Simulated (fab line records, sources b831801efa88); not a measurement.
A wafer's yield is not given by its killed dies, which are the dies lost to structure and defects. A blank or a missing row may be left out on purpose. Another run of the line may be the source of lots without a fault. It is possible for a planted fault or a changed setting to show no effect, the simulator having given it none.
Struck lot and sound lot, side by side | flow gf180mcu | 17 steps out of a route of 602
Sound: these wafers, L380.1, L380.3, L380.4. Struck: wafer L386.6. (L386.2, L386.3 of the same lot were not struck and are left out.) The cause comes at the end.
Each step with rows lists, per side, the tool, then ch with its chambers, then its first start. Under that, the readings that differ: sound wafers | struck wafers | difference of the means | sigmas: that difference in standard deviations of wafers without a fault.
alike: a reading whose means differ by less than 2 such deviations, as well as words and numbers matching on both sides. not compared: withheld readings; readings where some wafer has no value; bounds like >300 that might hide an equal value; numbers whose values overlap and for which the record gives no deviation.
A row with sigmas, a row that says differs or no value, or rows on one side alone: a step with any of these is where the two part. Numbers that have no deviation but don't overlap get no sigmas and don't part them. Lack of a reading on every wafer of one side parts them only where that side has two or more wafers.

first, 4 steps without rows for these wafers: GF_M4_SOFTBAKE_10 (time 60 s); GF_M4_EXPOSE_11 (exposes mask Metal4, target cd 280 nm); GF_M4_PEB_12 (peb time 90 s); GF_M4_DEVELOP_13 (develop time 60 s).
GF_M4_CD_MEAS_14 targets a cd of 280 nm.
  struck on cdSem-02, day 25 08:19; sound on cdSem-02, day 23 14:15
reading   | sound             | struck | difference | sigmas
cdNm (nm) | 280.1 280.3 281.3 | 278.1  | -2.5       | -2
GF_M4_OVL_MEAS_15:
  struck on overlay-01, day 25 08:25; sound on overlay-01, day 23 14:22
  alike: M4_OVL
GF_M4_METAL_ETCH_16: etches the open film in Cl2/BCl3, stops on SiO2, target depth 627.5 nm, time 104.6 s.
  sound on rieMetal-02 ch 0,1, day 23 14:24; struck on rieMetal-02 ch 1, day 25 08:27
  alike: drypumpMotorCurrentA, oesProductAu, throttleValvePct
  not compared: rfHoursCounterH
GF_M4_STRIP_17: strips in O2/N2.
  sound on plasmaAsher-01 ch 0,1, day 23 14:31; struck on plasmaAsher-01 ch 1, day 25 08:34
reading          | sound       | struck | difference | sigmas
heaterPowerW (W) | 305 300 389 | 413    | +82        | +3
  alike: drypumpMotorCurrentA, oesProductAu, stripTimeToEndpointS
  not compared: rfHoursCounterH
then, 3 steps without rows for these wafers: GF_M4_STRIP_18 (strips in post etch residue remover, time 1200 s); GF_M4_CLEAN_19 (cleans in DIW); GF_V4_CVD_00 (deposits SiO2, target thk 600 nm, time 100 s).
GF_V4_THK_MEAS_01:
  struck on filmMetro-01, day 25 09:11; sound on filmMetro-02, day 23 15:07
  alike: V4_CVD_00_THK
GF_V4_CVD_02: deposits SiO2 from TEOS, target thk 850 nm, time 94.851 s.
  sound on pecvd-04 ch 0,2, day 23 15:11; struck on pecvd-04 ch 0, day 25 09:14
reading                            | sound           | struck | difference | sigmas
model.SiO2_of_V4_CVD_02.thkNm (nm) | 852 840.5 865.2 | 1126   | +273       | 
  alike: heaterPowerW
GF_V4_THK_MEAS_03:
  struck on filmMetro-03, day 25 09:32; sound on filmMetro-01, day 23 15:15
reading            | sound       | struck | difference | sigmas
V4_CVD_02_THK (nm) | 852 840 866 | 1126   | +273       | +27
  not compared: hold
GF_V4_CMP_04: polishes SiO2.
  sound on cmp-02 ch 1,2,3, day 23 15:19; struck on cmp-02 ch 2, day 25 14:02
reading             | sound    | struck                  | difference                   | sigmas
hold                | - - -    | awaitDispo/4.4h/release | no value on the sound wafers | 
timeToEndpointS (s) | 86 79 88 | 186                     | +102                         | +18
  alike: motorCurrentA
GF_V4_BOW_MEAS_05:
  struck on filmMetro-01, day 25 14:19; sound on filmMetro-02, day 23 15:37
  alike: V4_BOW
-- the record jumps here: 5 days lie between the struck wafers' starts before and after (it left off in module V4 and takes up again in module PASSIVATION, whose first step shown is number 602 of the route) --
GF_PASSIVATION_PROBE_99:
  rows exist in the record for the struck wafers here (prober-01, day 30 19:06), but not for the sound ones

## WHERE THEY PART
At GF_M4_CD_MEAS_14 first; at GF_PASSIVATION_PROBE_99 last (within this record only).

WHY: what had been put in by the simulator
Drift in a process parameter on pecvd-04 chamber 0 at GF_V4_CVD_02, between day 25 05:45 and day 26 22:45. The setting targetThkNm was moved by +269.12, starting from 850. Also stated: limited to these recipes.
